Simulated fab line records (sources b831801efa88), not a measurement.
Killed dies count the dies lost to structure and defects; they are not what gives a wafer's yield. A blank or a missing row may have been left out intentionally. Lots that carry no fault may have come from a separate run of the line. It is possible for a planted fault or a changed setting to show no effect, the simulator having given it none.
Chamber matching    flow gf180mcu    GF_CONTACT_CVD_02 on pecvd-03: 3 sister chambers
The step deposits SiO2 from TEOS, target thk 860 nm, time 95.992 s. 6 wafers are shown with their chamber, then 7 later ones without.

EACH WAFER AND ITS CHAMBER
wafer   chamber  heater power w (W)
L919.2  2        617
L922.3  1        758
L922.4  0        654
L922.6  0        519
L925.1  1        688
L925.2  2        675

WAFERS MISSING THEIR CHAMBER
wafer   heater power w (W)
L925.5  541
L926.4  661
L926.5  629
L926.6  758
L936.1  599
L936.2  743
L936.6  783

EACH ONE'S CHAMBER
wafer   from the rows above           in truth
L925.5  can't be placed: 0 or 2       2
L926.4  can't be placed: 2 or 1 or 0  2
L926.5  can't be placed: 2 or 0 or 1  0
L926.6  can't be placed: 1 or 2       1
L936.1  can't be placed: 0 or 2 or 1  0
L936.2  can't be placed: 1 or 2       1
L936.6  can't be placed: 1 or 2       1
Placed correctly: 0 of 7. From these rows, 7 cannot be placed; in 7 the true chamber is one of the candidates. 0 placed wrongly.
How it was worked out, from the rows above alone: a wafer's distance from a chamber is the root of the sum, over the readings, of the square of ((its reading less the chamber's mean) divided by the reading's scatter). The wafer belongs to the nearest chamber; if the next one is less than 2 further off, it can't be placed. The mean given for a chamber averages the wafers shown for that chamber. The scatter: the root of (the sum of the squares of (reading less its chamber's mean) over the shown wafers, divided by (wafers less chambers)).
